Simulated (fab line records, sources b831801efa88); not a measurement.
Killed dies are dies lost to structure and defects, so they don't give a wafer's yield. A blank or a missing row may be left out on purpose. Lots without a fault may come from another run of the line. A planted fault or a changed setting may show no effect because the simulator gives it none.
Which tool did it? | flow sky130 | 12 lots, 36 wafers sampled, at 5 steps of a route of 708

WHAT THE GAUGES READ, wafer by wafer
SKY_VIA3_THK_MEAS_01. Usual: VIA3_HDPCVD_THK 1638 nm, standard deviation 16.
lot  | measured     | on            | VIA3_HDPCVD_THK (nm) | flag
L386 | day 38 13:55 | film_metro-03 | 1647 1640 1640       |
L388 | day 39 14:38 | film_metro-03 | 1617 1622 1648       |
L389 | day 39 15:46 | film_metro-03 | 1612 1639 1641       |
L390 | day 39 17:31 | film_metro-03 | 1660 1612 1635       |
L391 | day 40 03:10 | film_metro-02 | 1645 1633 1635       |
L392 | day 40 10:31 | film_metro-03 | 1641 1638 1621       |
L394 | day 40 23:20 | film_metro-03 | 1622 1644 1636       |
L397 | day 41 20:48 | film_metro-02 | 1656 1617 1661       |
L398 | day 42 02:16 | film_metro-02 | 1611 1624 1620       |
L403 | day 43 14:55 | film_metro-02 | 1657 1632 1635       |
L405 | day 44 00:15 | film_metro-04 | 1647 1639 1637       |
L408 | day 45 15:02 | film_metro-04 | 1622 1630 1605       |

SKY_VIA3_CD_MEAS_12: target cd 200 nm. Usual: cd_nm 199.9 nm, standard deviation 1.3.
lot  | measured     | on        | cd_nm (nm)        | flag
L386 | day 39 14:49 | cd_sem-01 | 199.0 200.2 201.1 |
L388 | day 40 15:48 | cd_sem-01 | 200.6 199.0 197.2 |
L389 | day 40 16:23 | cd_sem-02 | 199.2 198.1 198.3 |
L390 | day 40 17:59 | cd_sem-01 | 199.7 196.3 198.2 |
L391 | day 41 03:53 | cd_sem-01 | 200.2 198.9 200.4 |
L392 | day 41 10:13 | cd_sem-01 | 197.5 197.6 198.7 |
L394 | day 41 23:15 | cd_sem-01 | 198.6 198.6 198.1 |
L397 | day 42 20:47 | cd_sem-01 | 200.1 199.7 200.1 |
L398 | day 43 01:43 | cd_sem-02 | 200.1 198.6 199.8 |
L403 | day 44 13:28 | cd_sem-02 | 198.1 198.2 198.9 |
L405 | day 44 22:17 | cd_sem-01 | 199.4 199.9 199.6 |
L408 | day 46 12:02 | cd_sem-01 | 199.8 199.5 200.7 |

SKY_PASSIVATION_THK_MEAS_01. Usual: PASSIVATION_CVD_00_THK 89.7 nm, standard deviation 1.2.
lot  | measured     | on            | PASSIVATION_CVD_00_THK (nm) | flag
L386 | day 43 19:07 | film_metro-03 | 88.9 90.6 90.2              |
L388 | day 44 17:24 | film_metro-04 | 87.9 89.8 90.2              |
L389 | day 44 17:40 | film_metro-04 | 89.9 90.6 91.8              |
L390 | day 44 19:09 | film_metro-03 | 88.4 87.9 89.9              |
L391 | day 45 02:58 | film_metro-03 | 89.2 90.8 90.1              |
L392 | day 45 08:59 | film_metro-03 | 89.3 88.4 90.7              |
L394 | day 45 23:28 | film_metro-02 | 90.7 90.3 91.4              |
L397 | day 46 16:10 | film_metro-04 | 88.9 89.8 91.5              |
L398 | day 46 22:17 | film_metro-02 | 90.1 79.0 91.1              |
L403 | day 48 05:36 | film_metro-04 | 88.8 88.2 89.9              |
L405 | day 48 12:51 | film_metro-04 | 88.1 88.9 89.4              |
L408 | day 49 19:54 | film_metro-03 | 88.8 89.6 89.4              |

WHICH TOOL RAN EACH LOT (tool, then ch and the chambers of the sampled wafers, then the start)
lot  | SKY_VIA2_CMP_24               | SKY_PASSIVATION_CVD_00
L386 | cmp-01 ch 0,2,3, day 36 07:59 | pecvd-03 ch 0,2, day 43 19:05
L388 | cmp-02 ch 2,3, day 37 10:05   | pecvd-02 ch 0,2, day 44 17:22
L389 | cmp-02 ch 0,1,2, day 37 11:28 | pecvd-04 ch 0,2, day 44 17:39
L390 | cmp-01 ch 0,2,3, day 37 12:59 | pecvd-04 ch 0,1,2, day 44 19:07
L391 | cmp-01 ch 1,2,3, day 37 22:59 | pecvd-03 ch 0,1, day 45 02:56
L392 | cmp-02 ch 0,1,2, day 38 07:08 | pecvd-03 ch 0,1,2, day 45 08:58
L394 | cmp-01 ch 1,2, day 38 19:50   | pecvd-04 ch 0,1,2, day 45 23:26
L397 | cmp-02 ch 0,1,3, day 39 18:35 | pecvd-02 ch 0,1,2, day 46 16:08
L398 | cmp-02 ch 0,1, day 39 23:31   | pecvd-03 ch 0,1, day 46 22:14
L403 | cmp-01 ch 0,2,3, day 41 15:08 | pecvd-02 ch 0,1,2, day 48 05:35
L405 | cmp-01 ch 0,1, day 41 23:25   | pecvd-02 ch 1,2, day 48 12:49
L408 | cmp-02 ch 0,2,3, day 43 16:54 | pecvd-04 ch 0,2, day 49 19:52
- SKY_VIA2_CMP_24: polishes, stops on SiO2, t overpolish 20 s, target thk 0 nm.
- SKY_PASSIVATION_CVD_00: deposits SiO2, target thk 90 nm.

WHAT THE TOOLS THEMSELVES READ (means of the sampled wafers that have a number; where no wafer has one, the mark that the record gives instead)
SKY_VIA2_CMP_24. Usual: motor_current_A 10.8 A, standard deviation 0.91; overpolish_run_s 20.000 s, standard deviation 0.009; time_to_endpoint_s 97 s, standard deviation 3.6.
lot  | tool   | motor_current_A (A) | overpolish_run_s (s) | time_to_endpoint_s (s) | flag
L386 | cmp-01 | 10.5                | 20.002               | 103                    |
L388 | cmp-02 | 10.1                | 20.002               | 95                     |
L389 | cmp-02 | 11.5                | 20.011               | 95                     |
L390 | cmp-01 | 10.8                | 19.996               | 101                    |
L391 | cmp-01 | 10.6                | 19.999               | 98                     |
L392 | cmp-02 | 11.7                | 20.002               | 98                     |
L394 | cmp-01 | 10.2                | 19.999               | 95                     |
L397 | cmp-02 | 11.0                | 19.998               | 102                    |
L398 | cmp-02 | 11.8                | 19.995               | 101                    |
L403 | cmp-01 | 10.5                | 19.998               | 96                     |
L405 | cmp-01 | 10.3                | 19.996               | 92                     |
L408 | cmp-02 | 10.7                | 20.005               | 98                     |

SKY_PASSIVATION_CVD_00. Usual: heater_power_w 672 W, standard deviation 130.
lot  | tool     | heater_power_w (W) | flag
L386 | pecvd-03 | 602                |
L388 | pecvd-02 | 807                |
L389 | pecvd-04 | 641                |
L390 | pecvd-04 | 654                |
L391 | pecvd-03 | 840                |
L392 | pecvd-03 | 690                |
L394 | pecvd-04 | 645                |
L397 | pecvd-02 | 689                |
L398 | pecvd-03 | 770                |
L403 | pecvd-02 | 678                |
L405 | pecvd-02 | 700                |
L408 | pecvd-04 | 641                |

THE ANSWER, worked out from the rows above alone
Rule: a lot is off if the mean of its wafers that have a number lies more than 3 standard deviations from the usual mean. A lot without any number at a reading at which 4 lots or more have one is off too. The other lots that the step has rows for count as sound. The gauges are gone through in route order, then the tools' own readings, and for those a lot's mean is taken as printed above. The first step at which some lot is off is used, and at that step the reading that is off furthest; a lot without a number counts as furthest.
No lot is off at any reading shown: from this, nothing can be told.

WHAT THE SIMULATOR HAD PUT IN
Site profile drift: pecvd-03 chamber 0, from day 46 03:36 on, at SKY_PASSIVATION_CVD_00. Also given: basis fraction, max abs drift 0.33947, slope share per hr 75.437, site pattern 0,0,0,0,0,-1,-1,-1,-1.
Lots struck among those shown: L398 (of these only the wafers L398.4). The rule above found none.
